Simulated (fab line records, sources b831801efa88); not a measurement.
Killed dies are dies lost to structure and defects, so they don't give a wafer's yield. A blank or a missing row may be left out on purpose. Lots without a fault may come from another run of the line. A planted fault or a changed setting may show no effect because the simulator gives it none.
Chamber matching | flow gf180mcu | GF_STI_WET_ETCH_26 on wet_bench-02: 3 sister chambers
The step etches SiO2 in dHF, target depth 94 nm, time 188 s. 14 wafers are shown with their chamber, then 7 later ones without.

WAFERS WITH THEIR CHAMBER
wafer  | chamber | temp_c (C)
L723.4 | 3       | 24.94
L723.5 | 3       | 25.00
L723.6 | 3       | 24.99
L727.1 | 2       | 24.95
L727.2 | 2       | 24.92
L727.3 | 2       | 24.95
L729.1 | 1       | 24.80
L729.3 | 1       | 24.89
L729.4 | 1       | 24.95
L730.2 | 2       | 24.97
L730.5 | 2       | 25.11
L730.6 | 2       | 24.92
L731.1 | 2       | 24.96
L731.2 | 2       | 24.99

SIGNATURES (means of the wafers above)
reading | chamber 1 | chamber 2 | chamber 3 | scatter within a chamber
temp_c  | 24.8800   | 24.9713   | 24.9767   | 0.0598
Rule: a wafer's distance from a chamber is the root of the sum, over the readings, of the square of ((its reading less the chamber's mean) divided by the reading's scatter). The wafer belongs to the nearest chamber; if the next one is less than 2 further off, it can't be placed. The scatter: the root of (the sum of the squares of (reading less its chamber's mean) over the shown wafers, divided by (wafers less chambers)).

WAFERS WITHOUT THEIR CHAMBER
wafer  | temp_c (C)
L731.3 | 25.00
L733.1 | 24.96
L733.2 | 25.04
L733.5 | 24.94
L738.1 | 24.93
L738.3 | 25.02
L738.5 | 25.07

WHICH CHAMBER EACH WENT THROUGH
wafer  | from the rows above          | in truth
L731.3 | can't be placed: 3 or 2 or 1 | 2
L733.1 | can't be placed: 2 or 3 or 1 | 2
L733.2 | can't be placed: 3 or 2 or 1 | 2
L733.5 | can't be placed: 2 or 3 or 1 | 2
L738.1 | can't be placed: 2 or 3 or 1 | 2
L738.3 | can't be placed: 3 or 2 or 1 | 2
L738.5 | can't be placed: 3 or 2 or 1 | 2
Placed correctly: 0 of 7. Can't be placed from these rows: 7 (the true chamber is among the candidates in 7). Placed wrongly: 0.
